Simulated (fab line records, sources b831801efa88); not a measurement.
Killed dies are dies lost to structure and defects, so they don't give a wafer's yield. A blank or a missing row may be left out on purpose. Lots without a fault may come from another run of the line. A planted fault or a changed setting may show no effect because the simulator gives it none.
Which tool did it? | flow sky130 | 14 lots, 42 wafers sampled, at 7 steps of a route of 708

WHAT THE GAUGES READ, wafer by wafer
SKY_VT_ADJUST_HVTR_OVL_MEAS_08.
lot  | measured     | on         | VT_ADJUST_HVTR_OVL (nm)
L316 | day 9 13:05  | overlay-02 | 1.9 -0.1 2.6
L317 | day 9 22:57  | overlay-02 | -0.7 -0.4 -1.1
L319 | day 10 13:51 | overlay-01 | 0.9 -0.6 1.7
L320 | day 10 15:14 | overlay-02 | -0.3 1.1 -0.7
L327 | day 13 00:08 | overlay-01 | 0.3 0.8 0.3
L328 | day 13 04:59 | overlay-01 | 1.5 2.2 -0.5
L330 | day 13 22:26 | overlay-01 | -1.5 -0.2 0.6
L331 | day 14 02:17 | overlay-02 | -0.2 -0.7 -0.2
L332 | day 14 12:23 | overlay-02 | 0.3 1.2 1.0
L333 | day 14 16:26 | overlay-02 | 1.1 1.4 0.3
L334 | day 15 03:03 | overlay-01 | 1.1 -0.6 0.1
L335 | day 15 14:51 | overlay-02 | 1.9 0.7 1.5
L337 | day 15 23:17 | overlay-01 | 1.9 0.6 0.0
L338 | day 16 10:14 | overlay-02 | 0.7 -0.9 1.8

SKY_SONOS_TUNNEL_TW_MEAS_12.
lot  | measured     | on            | SONOS_TUNNEL_TW
L316 | day 11 10:02 | film_metro-02 | 197.2 197.1 196.8
L317 | day 11 21:05 | film_metro-04 | 199.0 199.5 198.1
L319 | day 12 12:31 | film_metro-04 | 201.7 200.7 201.0
L320 | day 12 14:36 | film_metro-04 | 201.1 200.2 200.5
L327 | day 15 04:04 | film_metro-04 | 200.0 199.2 201.1
L328 | day 15 09:16 | film_metro-02 | 198.1 199.4 197.7
L330 | day 16 04:40 | film_metro-02 | 197.3 196.9 197.2
L331 | day 16 09:25 | film_metro-02 | 195.9 196.3 196.1
L332 | day 16 19:19 | film_metro-03 | 198.3 198.7 198.5
L333 | day 17 00:08 | film_metro-04 | 199.0 198.9 200.4
L334 | day 17 12:20 | film_metro-03 | 197.8 197.2 197.6
L335 | day 18 00:46 | film_metro-03 | 196.9 197.7 197.5
L337 | day 18 09:36 | film_metro-03 | 198.4 196.6 197.3
L338 | day 18 21:37 | film_metro-02 | 196.5 196.4 195.4

SKY_SONOS_ONO_CD_MEAS_13: target cd 410 nm.
lot  | measured     | on        | cd_nm (nm)
L316 | day 12 13:49 | cd_sem-02 | 408.6 408.4 408.9
L317 | day 13 02:58 | cd_sem-01 | 410.7 409.8 409.4
L319 | day 13 19:25 | cd_sem-02 | 407.9 407.6 409.3
L320 | day 13 22:37 | cd_sem-02 | 413.8 412.1 413.0
L327 | day 16 15:11 | cd_sem-02 | 412.7 411.3 413.1
L328 | day 16 21:28 | cd_sem-02 | 410.0 411.8 411.5
L330 | day 17 13:44 | cd_sem-02 | 410.4 412.8 412.5
L331 | day 17 19:14 | cd_sem-01 | 411.3 412.7 413.1
L332 | day 18 04:25 | cd_sem-02 | 406.7 408.6 406.5
L333 | day 18 11:17 | cd_sem-02 | 411.3 409.7 412.3
L334 | day 18 22:08 | cd_sem-01 | 409.6 408.7 408.4
L335 | day 19 14:06 | cd_sem-02 | 406.2 407.9 408.1
L337 | day 19 21:26 | cd_sem-01 | 413.4 412.3 413.6
L338 | day 20 09:14 | cd_sem-01 | 407.2 410.6 408.8

SKY_POLY_GATE_CD_MEAS_22.
lot  | measured     | on        | cd_nm (nm)
L316 | day 16 05:20 | cd_sem-02 | 149.8 152.4 150.5
L317 | day 16 20:37 | cd_sem-02 | 146.0 147.8 146.2
L319 | day 17 19:09 | cd_sem-01 | - - -
L320 | day 17 22:25 | cd_sem-01 | - - -
L327 | day 20 20:04 | cd_sem-02 | 150.6 148.9 148.7
L328 | day 21 01:32 | cd_sem-02 | 151.1 149.8 149.2
L330 | day 21 18:44 | cd_sem-01 | 147.9 146.5 149.4
L331 | day 22 00:02 | cd_sem-01 | 149.1 149.4 147.8
L332 | day 22 09:20 | cd_sem-02 | 149.2 146.1 148.5
L333 | day 22 17:08 | cd_sem-02 | 149.4 149.7 147.8
L334 | day 23 08:05 | cd_sem-01 | 147.8 148.3 146.5
L335 | day 23 19:12 | cd_sem-02 | 150.5 150.7 150.7
L337 | day 24 03:19 | cd_sem-02 | 151.7 151.1 148.9
L338 | day 24 13:38 | cd_sem-02 | 150.6 153.5 152.1

WHICH TOOL RAN EACH LOT (tool, then ch and the chambers of the sampled wafers, then the start)
lot  | SKY_POLY_GATE_ETCH_15              | SKY_POLY_GATE_ETCH_16              | SKY_POLY_GATE_ETCH_17
L316 | rie_diel-02 ch 2,3, day 16 01:52   | rie_diel-02 ch 2,3, day 16 01:57   | rie_si-02 ch 0,2,3, day 16 02:03
L317 | rie_diel-04 ch 0,2,3, day 16 18:52 | rie_diel-04 ch 0,2,3, day 16 18:57 | rie_si-01 ch 2,3, day 16 19:03
L319 | rie_diel-04 ch 2,3, day 17 17:22   | rie_diel-04 ch 2,3, day 17 17:27   | rie_si-01 ch 0,1,2, day 17 17:33
L320 | rie_diel-03 ch 1,2,3, day 17 20:31 | rie_diel-03 ch 1,2,3, day 17 20:36 | rie_si-02 ch 1,2,3, day 17 20:42
L327 | rie_diel-04 ch 0,1,3, day 20 18:01 | rie_diel-04 ch 0,1,3, day 20 18:06 | rie_si-02 ch 1,2,3, day 20 18:11
L328 | rie_diel-02 ch 0,3, day 20 22:34   | rie_diel-02 ch 0,3, day 20 22:39   | rie_si-01 ch 0,1,2, day 20 22:44
L330 | rie_diel-03 ch 1,2,3, day 21 17:01 | rie_diel-03 ch 1,2,3, day 21 17:06 | rie_si-01 ch 0,1, day 21 17:11
L331 | rie_diel-04 ch 1,2,3, day 21 21:50 | rie_diel-04 ch 1,2,3, day 21 21:55 | rie_si-02 ch 1,2, day 21 22:01
L332 | rie_diel-02 ch 0,2, day 22 07:38   | rie_diel-02 ch 0,2, day 22 07:43   | rie_si-01 ch 0,1,2, day 22 07:49
L333 | rie_diel-04 ch 2,3, day 22 15:25   | rie_diel-04 ch 2,3, day 22 15:30   | rie_si-02 ch 0,1, day 22 15:35
L334 | rie_diel-02 ch 0,2, day 23 06:22   | rie_diel-02 ch 0,2, day 23 06:27   | rie_si-01 ch 0,1, day 23 06:32
L335 | rie_diel-03 ch 0,1,2, day 23 17:28 | rie_diel-03 ch 0,1,2, day 23 17:33 | rie_si-02 ch 1,2,3, day 23 17:39
L337 | rie_diel-04 ch 0,1,3, day 24 01:34 | rie_diel-04 ch 0,1,3, day 24 01:39 | rie_si-02 ch 0,1,2, day 24 01:44
L338 | rie_diel-04 ch 1,2,3, day 24 11:55 | rie_diel-04 ch 1,2,3, day 24 12:00 | rie_si-01 ch 0,1,2, day 24 12:05
- SKY_POLY_GATE_ETCH_15: etches BARC in N2/H2, stops on SiO2, time 118.5 s, target depth 110 nm.
- SKY_POLY_GATE_ETCH_16: etches Si3N4 in CH3F/O2, stops on poly-Si, time 147.5 s, target depth 75 nm.
- SKY_POLY_GATE_ETCH_17: etches poly-Si in HBr/Cl2, stops on SiO2, target depth 180 nm, time 70.5 s.

WHAT THE TOOLS THEMSELVES READ (means of the sampled wafers that have a number; where no wafer has one, the mark that the record gives instead)
SKY_POLY_GATE_ETCH_15.
lot  | tool        | bias_w (W) | chamber_pressure_mTorr (mTorr) | drypump_motor_current_A (A) | oes_product_au (a.u.) | throttle_valve_pct (%)
L316 | rie_diel-02 | 99.9       | 30.00                          | 5.8                         | 0.716                 | 13.224
L317 | rie_diel-04 | 100.3      | 30.00                          | 5.6                         | 0.716                 | 13.224
L319 | rie_diel-04 | -          | -                              | -                           | -                     | -
L320 | rie_diel-03 | -          | -                              | -                           | -                     | -
L327 | rie_diel-04 | 99.8       | 30.04                          | 5.6                         | 0.715                 | 13.208
L328 | rie_diel-02 | 99.9       | 30.00                          | 5.6                         | 0.718                 | 13.207
L330 | rie_diel-03 | 99.8       | 30.00                          | 6.2                         | 0.716                 | 13.218
L331 | rie_diel-04 | 99.8       | 29.99                          | 5.5                         | 0.717                 | 13.213
L332 | rie_diel-02 | 99.9       | 29.99                          | 5.8                         | 0.715                 | 13.217
L333 | rie_diel-04 | 99.8       | 29.98                          | 5.5                         | 0.716                 | 13.214
L334 | rie_diel-02 | 99.7       | 30.02                          | 5.8                         | 0.713                 | 13.209
L335 | rie_diel-03 | 99.9       | 30.03                          | 6.0                         | 0.720                 | 13.218
L337 | rie_diel-04 | 100.2      | 30.01                          | 5.6                         | 0.718                 | 13.207
L338 | rie_diel-04 | 100.2      | 30.01                          | 5.5                         | 0.717                 | 13.201

SKY_POLY_GATE_ETCH_16.
lot  | tool        | O2_flow_sccm (sccm) | bias_w (W) | drypump_motor_current_A (A) | oes_product_au (a.u.) | throttle_valve_pct (%)
L316 | rie_diel-02 | 29.98               | 80.21      | 5.8                         | 0.641                 | 10.532
L317 | rie_diel-04 | 29.93               | 80.10      | 5.6                         | 0.637                 | 10.535
L319 | rie_diel-04 | 29.85               | 80.05      | 5.5                         | 0.380                 | 10.501
L320 | rie_diel-03 | 29.98               | 80.13      | 6.2                         | 0.375                 | 10.498
L327 | rie_diel-04 | 29.99               | 80.07      | 5.7                         | 0.634                 | 10.531
L328 | rie_diel-02 | 29.81               | 79.80      | 5.6                         | 0.641                 | 10.527
L330 | rie_diel-03 | 29.95               | 80.02      | 6.2                         | 0.637                 | 10.540
L331 | rie_diel-04 | 29.96               | 80.15      | 5.5                         | 0.641                 | 10.546
L332 | rie_diel-02 | 29.95               | 80.12      | 5.8                         | 0.637                 | 10.538
L333 | rie_diel-04 | 29.91               | 80.13      | 5.5                         | 0.639                 | 10.532
L334 | rie_diel-02 | 29.97               | 80.17      | 5.8                         | 0.644                 | 10.542
L335 | rie_diel-03 | 29.92               | 80.01      | 6.0                         | 0.642                 | 10.520
L337 | rie_diel-04 | 29.97               | 80.02      | 5.6                         | 0.637                 | 10.533
L338 | rie_diel-04 | 30.03               | 80.11      | 5.6                         | 0.645                 | 10.544

SKY_POLY_GATE_ETCH_17.
lot  | tool      | HBr_flow_sccm (sccm) | bias_w (W) | drypump_motor_current_A (A) | oes_product_au (a.u.) | throttle_valve_pct (%)
L316 | rie_si-02 | 150.2                | 100.0      | 5.9                         | 0.987                 | 33.682
L317 | rie_si-01 | 150.3                | 100.0      | 5.9                         | 0.982                 | 33.687
L319 | rie_si-01 | 149.9                | 100.2      | 6.1                         | 0.272                 | 33.683
L320 | rie_si-02 | 150.2                | 99.9       | 5.7                         | 0.278                 | 33.684
L327 | rie_si-02 | 149.9                | 99.9       | 5.7                         | 0.988                 | 33.692
L328 | rie_si-01 | 149.9                | 100.3      | 6.1                         | 0.980                 | 33.688
L330 | rie_si-01 | 149.8                | 99.7       | 6.1                         | 0.990                 | 33.678
L331 | rie_si-02 | 150.3                | 99.5       | 5.7                         | 0.985                 | 33.677
L332 | rie_si-01 | 150.1                | 100.2      | 6.1                         | 0.978                 | 33.682
L333 | rie_si-02 | 149.6                | 99.9       | 5.4                         | 0.987                 | 33.686
L334 | rie_si-01 | 149.9                | 100.0      | 6.4                         | 0.985                 | 33.686
L335 | rie_si-02 | 150.0                | 100.0      | 5.7                         | 0.987                 | 33.681
L337 | rie_si-02 | 150.0                | 100.4      | 5.5                         | 0.987                 | 33.689
L338 | rie_si-01 | 149.7                | 99.9       | 6.2                         | 0.979                 | 33.679

THE ANSWER, worked out from the rows above alone
Rule: what is usual is taken from the lots themselves. Put in order of their means at a reading, lots are off if they are a third of the lots or fewer, leave a main group of 4 or more, and stand apart from it by a gap of 3 or more times the standard deviation of the main group's means; of several such gaps the widest counts. A main group whose means are all the same, to the digits that the tables above print for the reading, isn't used. A lot without any number at a reading at which 4 lots or more have one is off too. The other lots that the step has rows for count as sound. The gauges are gone through in route order, then the tools' own readings, and for those a lot's mean is taken as printed above. The first step at which some lot is off is used, and at that step the reading that is off furthest; a lot without a number counts as furthest.
Off: L319, L320, at SKY_POLY_GATE_CD_MEAS_22 (cd_nm). Without a number there: L319, L320. The main group: mean 149.3 nm, standard deviation 1.5.
A tool fits if, at a process step before that reading, it ran every lot that is off, and no sound lot after the first of them. The gauges at SKY_POLY_GATE_CD_MEAS_22 aren't tried: what is off there is off at SKY_POLY_GATE_ETCH_15 too, on other tools, and a gauge's error can't cause that. None of those tried fits.

WHAT THE SIMULATOR HAD PUT IN
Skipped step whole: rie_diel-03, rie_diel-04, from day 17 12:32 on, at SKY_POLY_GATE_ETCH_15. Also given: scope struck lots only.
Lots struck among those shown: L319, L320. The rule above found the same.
